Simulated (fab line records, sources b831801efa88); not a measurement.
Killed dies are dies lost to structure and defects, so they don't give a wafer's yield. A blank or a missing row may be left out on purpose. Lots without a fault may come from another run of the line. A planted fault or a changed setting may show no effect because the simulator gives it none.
Which tool did it? | flow sky130 | 24 lots, 72 wafers sampled, at 6 steps of a route of 708

WHAT THE GAUGES READ, wafer by wafer
SKY_VIA1_RS_MEAS_22: measures by four-point-probe. Usual: VIA1_W_RS 0.428 ohm/sq, standard deviation 0.0065.
lot  | measured     | on            | VIA1_W_RS (ohm/sq) | flag
L074 | day 34 03:07 | film_metro-01 | 0.423 0.426 0.421  |
L075 | day 34 05:10 | film_metro-04 | 0.426 0.425 0.425  |
L076 | day 34 23:26 | film_metro-01 | 0.440 0.434 0.439  |
L077 | day 34 21:34 | film_metro-04 | 0.421 0.425 0.422  |
L078 | day 35 02:23 | film_metro-01 | 0.418 0.418 0.424  |
L079 | day 35 13:27 | film_metro-01 | 0.414 0.426 0.418  |
L080 | day 36 22:02 | film_metro-04 | 0.418 0.419 0.430  |
L081 | day 37 01:17 | film_metro-01 | 0.419 0.423 0.424  |
L082 | day 36 23:02 | film_metro-02 | 0.423 0.416 0.426  |
L083 | day 37 02:55 | film_metro-04 | 0.431 0.425 0.428  |
L084 | day 37 05:54 | film_metro-01 | 0.420 0.419 0.428  |
L085 | day 37 08:42 | film_metro-02 | 0.437 0.439 0.443  |
L086 | day 37 19:31 | film_metro-04 | 0.417 0.420 0.425  |
L087 | day 38 04:05 | film_metro-02 | 0.429 0.423 0.428  |
L088 | day 38 10:44 | film_metro-04 | 0.429 0.432 0.440  |
L089 | day 38 13:47 | film_metro-01 | 0.426 0.422 0.423  |
L090 | day 38 20:16 | film_metro-02 | 0.434 0.427 0.433  |
L091 | day 39 02:43 | film_metro-02 | 0.436 0.437 0.433  |
L092 | day 39 16:24 | film_metro-02 | 0.429 0.426 0.429  |
L093 | day 39 20:02 | film_metro-02 | 0.432 0.433 0.432  |
L094 | day 39 23:52 | film_metro-02 | 0.423 0.424 0.431  |
L095 | day 40 07:52 | film_metro-01 | 0.438 0.441 0.434  |
L096 | day 40 14:53 | film_metro-02 | 0.431 0.423 0.433  |
L097 | day 40 19:58 | film_metro-01 | 0.436 0.439 0.437  |

SKY_VIA3_CD_MEAS_12: target cd 200 nm. Usual: cd_nm 200.1 nm, standard deviation 1.6.
lot  | measured     | on        | cd_nm (nm)        | flag
L074 | day 39 15:58 | cd_sem-01 | 198.9 199.8 199.5 |
L075 | day 39 20:55 | cd_sem-02 | 200.4 201.5 200.6 |
L076 | day 40 11:32 | cd_sem-02 | 199.4 198.6 197.5 |
L077 | day 40 09:59 | cd_sem-02 | 200.9 199.7 200.3 |
L078 | day 40 14:26 | cd_sem-02 | 201.0 199.7 199.2 |
L079 | day 41 02:26 | cd_sem-01 | 199.7 198.9 199.1 |
L080 | day 42 08:13 | cd_sem-01 | 199.6 199.8 199.7 |
L081 | day 42 09:49 | cd_sem-01 | 199.7 199.9 200.5 |
L082 | day 42 08:08 | cd_sem-02 | 202.4 201.5 202.9 |
L083 | day 42 12:22 | cd_sem-02 | 201.0 201.2 201.1 |
L084 | day 42 14:55 | cd_sem-01 | 202.4 201.6 202.8 |
L085 | day 42 18:16 | cd_sem-02 | 199.5 199.4 199.8 |
L086 | day 43 03:14 | cd_sem-01 | 204.7 203.5 204.1 |
L087 | day 43 12:23 | cd_sem-02 | 201.9 202.4 200.8 |
L088 | day 43 17:05 | cd_sem-01 | 198.9 199.4 199.2 |
L089 | day 43 18:01 | cd_sem-02 | 201.5 201.5 201.5 |
L090 | day 44 00:53 | cd_sem-01 | 198.7 200.8 199.8 |
L091 | day 44 06:28 | cd_sem-02 | 200.6 199.9 201.0 |
L092 | day 44 18:25 | cd_sem-01 | 198.1 199.0 198.5 |
L093 | day 44 22:20 | cd_sem-01 | 198.7 198.8 198.2 |
L094 | day 45 02:29 | cd_sem-02 | 200.1 198.5 200.3 |
L095 | day 45 10:32 | cd_sem-01 | 199.8 199.5 202.3 |
L096 | day 45 15:53 | cd_sem-02 | 200.9 199.4 199.9 |
L097 | day 45 19:43 | cd_sem-02 | 197.2 196.6 197.2 |

SKY_VIA3_THK_MEAS_23: measures by xrf. Usual: VIA3_W_THK 388 nm, standard deviation 5.1.
lot  | measured     | on            | VIA3_W_THK (nm) | flag
L074 | day 39 17:28 | film_metro-01 | 383 389 387     |
L075 | day 39 22:11 | film_metro-04 | 379 393 396     |
L076 | day 40 12:45 | film_metro-02 | 394 392 389     |
L077 | day 40 11:07 | film_metro-01 | 376 378 378     |
L078 | day 40 15:36 | film_metro-04 | 388 391 381     |
L079 | day 41 03:38 | film_metro-04 | 380 381 379     |
L080 | day 42 09:22 | film_metro-01 | 384 381 389     |
L081 | day 42 10:59 | film_metro-02 | 389 392 393     |
L082 | day 42 09:15 | film_metro-02 | 388 390 391     |
L083 | day 42 13:32 | film_metro-01 | 387 391 388     |
L084 | day 42 16:03 | film_metro-01 | 384 391 386     |
L085 | day 42 19:24 | film_metro-02 | 388 395 384     |
L086 | day 43 04:23 | film_metro-01 | 391 393 393     |
L087 | day 43 13:32 | film_metro-01 | 387 381 395     |
L088 | day 43 18:22 | film_metro-01 | 391 395 389     |
L089 | day 43 19:12 | film_metro-01 | 391 387 394     |
L090 | day 44 02:02 | film_metro-02 | 388 392 393     |
L091 | day 44 07:36 | film_metro-02 | 393 384 384     |
L092 | day 44 19:34 | film_metro-01 | 382 387 387     |
L093 | day 44 23:29 | film_metro-01 | 388 393 388     |
L094 | day 45 03:40 | film_metro-04 | 392 381 378     |
L095 | day 45 11:42 | film_metro-02 | 386 396 390     |
L096 | day 45 17:04 | film_metro-01 | 390 392 392     |
L097 | day 45 20:53 | film_metro-04 | 382 382 381     |

WHICH TOOL RAN EACH LOT (tool, then ch and the chambers of the sampled wafers, then the start)
lot  | SKY_FIELD_ISO_SOFTBAKE_09                    | SKY_CONTACT_ETCH_18                           | SKY_VIA2_ETCH_15
L074 | litho_track-02 ch 0, day 34 03:07 or earlier | rie_diel-01 ch 0,3, day 34 03:07 or earlier   | rie_diel-02 ch 2,3, day 36 08:58
L075 | litho_track-02 ch 0, day 34 05:10 or earlier | rie_diel-01 ch 0,1,2, day 34 05:10 or earlier | rie_diel-01 ch 1,2,3, day 36 13:07
L076 | litho_track-04 ch 0, day 34 23:26 or earlier | rie_diel-03 ch 0,2,3, day 34 23:26 or earlier | rie_diel-04 ch 1,2, day 37 05:19
L077 | litho_track-02 ch 0, day 34 21:34 or earlier | rie_diel-01 ch 0,1,3, day 34 21:34 or earlier | rie_diel-02 ch 1,2,3, day 37 03:14
L078 | litho_track-04 ch 0, day 35 02:23 or earlier | rie_diel-01 ch 1,3, day 35 02:23 or earlier   | rie_diel-04 ch 1,2,3, day 37 08:07
L079 | litho_track-01 ch 0, day 35 13:27 or earlier | rie_diel-01 ch 0,3, day 35 13:27 or earlier   | rie_diel-04 ch 1,2,3, day 37 19:40
L080 | litho_track-04 ch 0, day 36 22:02 or earlier | rie_diel-03 ch 0,1,2, day 36 22:02 or earlier | rie_diel-04 ch 1,2, day 39 02:49
L081 | litho_track-02 ch 0, day 37 01:17 or earlier | rie_diel-04 ch 0,3, day 37 01:17 or earlier   | rie_diel-04 ch 1,2, day 39 05:29
L082 | litho_track-02 ch 0, day 36 23:02 or earlier | rie_diel-04 ch 1,2,3, day 36 23:02 or earlier | rie_diel-04 ch 0,1,2, day 39 04:40
L083 | litho_track-02 ch 0, day 37 02:55 or earlier | rie_diel-01 ch 0,1,2, day 37 02:55 or earlier | rie_diel-02 ch 0,1,3, day 39 07:46
L084 | litho_track-02 ch 0, day 37 05:54 or earlier | rie_diel-01 ch 0,2, day 37 05:54 or earlier   | rie_diel-01 ch 1,2, day 39 11:28
L085 | litho_track-04 ch 0, day 37 08:42 or earlier | rie_diel-04 ch 0,2,3, day 37 08:42 or earlier | rie_diel-01 ch 0,3, day 39 13:31
L086 | litho_track-04 ch 0, day 37 19:31 or earlier | rie_diel-01 ch 0,3, day 37 19:31 or earlier   | rie_diel-01 ch 0,3, day 39 23:55
L087 | litho_track-04 ch 0, day 38 04:05 or earlier | rie_diel-04 ch 2,3, day 38 04:05 or earlier   | rie_diel-04 ch 0,2,3, day 40 08:07
L088 | litho_track-02 ch 0, day 38 10:44 or earlier | rie_diel-01 ch 1,2,3, day 38 10:44 or earlier | rie_diel-01 ch 0,1,2, day 40 15:34
L089 | litho_track-04 ch 0, day 38 13:47 or earlier | rie_diel-03 ch 1,2,3, day 38 13:47 or earlier | rie_diel-04 ch 2,3, day 40 16:49
L090 | litho_track-01 ch 0, day 38 20:16 or earlier | rie_diel-04 ch 0,1,3, day 38 20:16 or earlier | rie_diel-02 ch 0,1,2, day 40 23:37
L091 | litho_track-04 ch 0, day 39 02:43 or earlier | rie_diel-04 ch 2,3, day 39 02:43 or earlier   | rie_diel-02 ch 0,1,3, day 41 05:55
L092 | litho_track-04 ch 0, day 39 16:24 or earlier | rie_diel-04 ch 0,1,3, day 39 16:24 or earlier | rie_diel-02 ch 0,1,2, day 41 18:31
L093 | litho_track-04 ch 0, day 39 20:02 or earlier | rie_diel-01 ch 0,1,2, day 39 20:02 or earlier | rie_diel-04 ch 0,1,3, day 41 22:46
L094 | litho_track-01 ch 0, day 39 23:52 or earlier | rie_diel-01 ch 0,2,3, day 39 23:52 or earlier | rie_diel-01 ch 0,1, day 42 02:25
L095 | litho_track-02 ch 0, day 40 07:52 or earlier | rie_diel-04 ch 0,3, day 40 07:52 or earlier   | rie_diel-02 ch 0,1,3, day 42 10:40
L096 | litho_track-01 ch 0, day 40 14:53 or earlier | rie_diel-04 ch 0,1,3, day 40 14:53 or earlier | rie_diel-02 ch 2,3, day 42 15:46
L097 | litho_track-01 ch 0, day 40 19:58 or earlier | rie_diel-04 ch 1,2,3, day 40 19:58 or earlier | rie_diel-02 ch 0,2, day 42 21:13
- SKY_FIELD_ISO_SOFTBAKE_09: time 92.29 s.
- SKY_CONTACT_ETCH_18: etches Si3N4 in CHF3/O2, stops on TiN, time 39 s, target depth 75 nm.
- SKY_VIA2_ETCH_15: etches SiO2 in C4F8/O2/Ar, stops on TiN, target depth 546 nm, time 84 s.

WHAT THE TOOLS THEMSELVES READ (means of the sampled wafers that have a number; where no wafer has one, the mark that the record gives instead)
SKY_FIELD_ISO_SOFTBAKE_09. Usual: chill_plate_temp_C 23.02 C, standard deviation 0.1; heater_power_total_W 57.30 W, standard deviation 0.086; plate_sensor_t_centre_C 100.88 C, standard deviation 0.01; plate_sensor_t_edge_C 100.95 C, standard deviation 0.01.
lot  | tool           | chill_plate_temp_C (C) | heater_power_total_W (W) | plate_sensor_t_centre_C (C) | plate_sensor_t_edge_C (C) | flag
L074 | litho_track-02 | 23.00                  | 57.33                    | 100.88                      | 100.95                    |
L075 | litho_track-02 | 23.03                  | 57.26                    | 100.89                      | 100.95                    |
L076 | litho_track-04 | 22.99                  | 57.29                    | 100.88                      | 100.95                    |
L077 | litho_track-02 | 23.05                  | 57.21                    | 100.88                      | 100.94                    |
L078 | litho_track-04 | 23.01                  | 57.24                    | 100.88                      | 100.95                    |
L079 | litho_track-01 | 22.90                  | 57.32                    | 100.88                      | 100.96                    |
L080 | litho_track-04 | 22.92                  | 57.28                    | 100.89                      | 100.94                    |
L081 | litho_track-02 | 23.01                  | 57.30                    | 100.89                      | 100.96                    |
L082 | litho_track-02 | 22.96                  | 57.29                    | 100.88                      | 100.95                    |
L083 | litho_track-02 | 23.04                  | 57.26                    | 100.89                      | 100.96                    |
L084 | litho_track-02 | 23.16                  | 57.25                    | 100.89                      | 100.95                    |
L085 | litho_track-04 | 22.89                  | 57.26                    | 100.89                      | 100.96                    |
L086 | litho_track-04 | 23.03                  | 57.38                    | 100.88                      | 100.96                    |
L087 | litho_track-04 | 22.94                  | 57.22                    | 100.88                      | 100.96                    |
L088 | litho_track-02 | 22.92                  | 57.33                    | 100.88                      | 100.96                    |
L089 | litho_track-04 | 23.10                  | 57.35                    | 100.88                      | 100.96                    |
L090 | litho_track-01 | 23.06                  | 57.29                    | 100.89                      | 100.95                    |
L091 | litho_track-04 | 23.03                  | 57.35                    | 100.88                      | 100.96                    |
L092 | litho_track-04 | 23.01                  | 57.30                    | 100.88                      | 100.96                    |
L093 | litho_track-04 | 22.96                  | 57.30                    | 100.88                      | 100.95                    |
L094 | litho_track-01 | 23.00                  | 57.39                    | 100.88                      | 100.95                    |
L095 | litho_track-02 | 23.08                  | 57.30                    | 100.88                      | 100.95                    |
L096 | litho_track-01 | 23.06                  | 57.37                    | 100.89                      | 100.96                    |
L097 | litho_track-01 | 23.13                  | 57.26                    | 100.87                      | 100.96                    |

SKY_CONTACT_ETCH_18. Usual: drypump_motor_current_A 5.5 A, standard deviation 0.34; oes_product_au 0.853 a.u., standard deviation 0.007; throttle_valve_pct 8.792 %, standard deviation 0.0093.
lot  | tool        | drypump_motor_current_A (A) | oes_product_au (a.u.) | throttle_valve_pct (%) | flag
L074 | rie_diel-01 | 5.6                         | 0.846                 | 8.796                  |
L075 | rie_diel-01 | 5.3                         | 0.850                 | 8.791                  |
L076 | rie_diel-03 | 5.5                         | 0.855                 | 8.785                  |
L077 | rie_diel-01 | 5.5                         | 0.868                 | 8.791                  |
L078 | rie_diel-01 | 5.6                         | 0.854                 | 8.795                  |
L079 | rie_diel-01 | 5.6                         | 0.857                 | 8.798                  |
L080 | rie_diel-03 | 5.7                         | 0.851                 | 8.794                  |
L081 | rie_diel-04 | 5.4                         | 0.853                 | 8.803                  |
L082 | rie_diel-04 | 5.7                         | 0.853                 | 8.791                  |
L083 | rie_diel-01 | 5.3                         | 0.856                 | 8.789                  |
L084 | rie_diel-01 | 5.2                         | 0.853                 | 8.792                  |
L085 | rie_diel-04 | 5.6                         | 0.850                 | 8.788                  |
L086 | rie_diel-01 | 5.5                         | 0.855                 | 8.785                  |
L087 | rie_diel-04 | 5.4                         | 0.853                 | 8.795                  |
L088 | rie_diel-01 | 5.4                         | 0.847                 | 8.797                  |
L089 | rie_diel-03 | 5.4                         | 0.854                 | 8.783                  |
L090 | rie_diel-04 | 5.7                         | 0.854                 | 8.793                  |
L091 | rie_diel-04 | 5.4                         | 0.850                 | 8.794                  |
L092 | rie_diel-04 | 5.7                         | 0.854                 | 8.792                  |
L093 | rie_diel-01 | 5.3                         | 0.843                 | 8.797                  |
L094 | rie_diel-01 | 5.3                         | 0.856                 | 8.782                  |
L095 | rie_diel-04 | 5.4                         | 0.848                 | 8.788                  |
L096 | rie_diel-04 | 5.7                         | 0.850                 | 8.786                  |
L097 | rie_diel-04 | 5.7                         | 0.852                 | 8.795                  |

SKY_VIA2_ETCH_15. Usual: oes_product_au 0.940 a.u., standard deviation 0.0055.
lot  | tool        | oes_product_au (a.u.) | flag
L074 | rie_diel-02 | 0.935                 |
L075 | rie_diel-01 | 0.936                 |
L076 | rie_diel-04 | 0.936                 |
L077 | rie_diel-02 | 0.942                 |
L078 | rie_diel-04 | 0.943                 |
L079 | rie_diel-04 | 0.942                 |
L080 | rie_diel-04 | 0.940                 |
L081 | rie_diel-04 | 0.933                 |
L082 | rie_diel-04 | 0.939                 |
L083 | rie_diel-02 | 0.936                 |
L084 | rie_diel-01 | 0.942                 |
L085 | rie_diel-01 | 0.936                 |
L086 | rie_diel-01 | 0.941                 |
L087 | rie_diel-04 | 0.933                 |
L088 | rie_diel-01 | 0.940                 |
L089 | rie_diel-04 | 0.938                 |
L090 | rie_diel-02 | 0.939                 |
L091 | rie_diel-02 | 0.939                 |
L092 | rie_diel-02 | 0.937                 |
L093 | rie_diel-04 | 0.939                 |
L094 | rie_diel-01 | 0.945                 |
L095 | rie_diel-02 | 0.939                 |
L096 | rie_diel-02 | 0.946                 |
L097 | rie_diel-02 | 0.942                 |

THE ANSWER, worked out from the rows above alone
Rule: a lot is off if the mean of its wafers that have a number lies more than 3 standard deviations from the usual mean. A lot without any number at a reading at which 4 lots or more have one is off too. The other lots that the step has rows for count as sound. The gauges are gone through in route order, then the tools' own readings, and for those a lot's mean is taken as printed above. The first step at which some lot is off is used, and at that step the reading that is off furthest; a lot without a number counts as furthest.
No lot is off at any reading shown: from this, nothing can be told.

WHAT THE SIMULATOR HAD PUT IN
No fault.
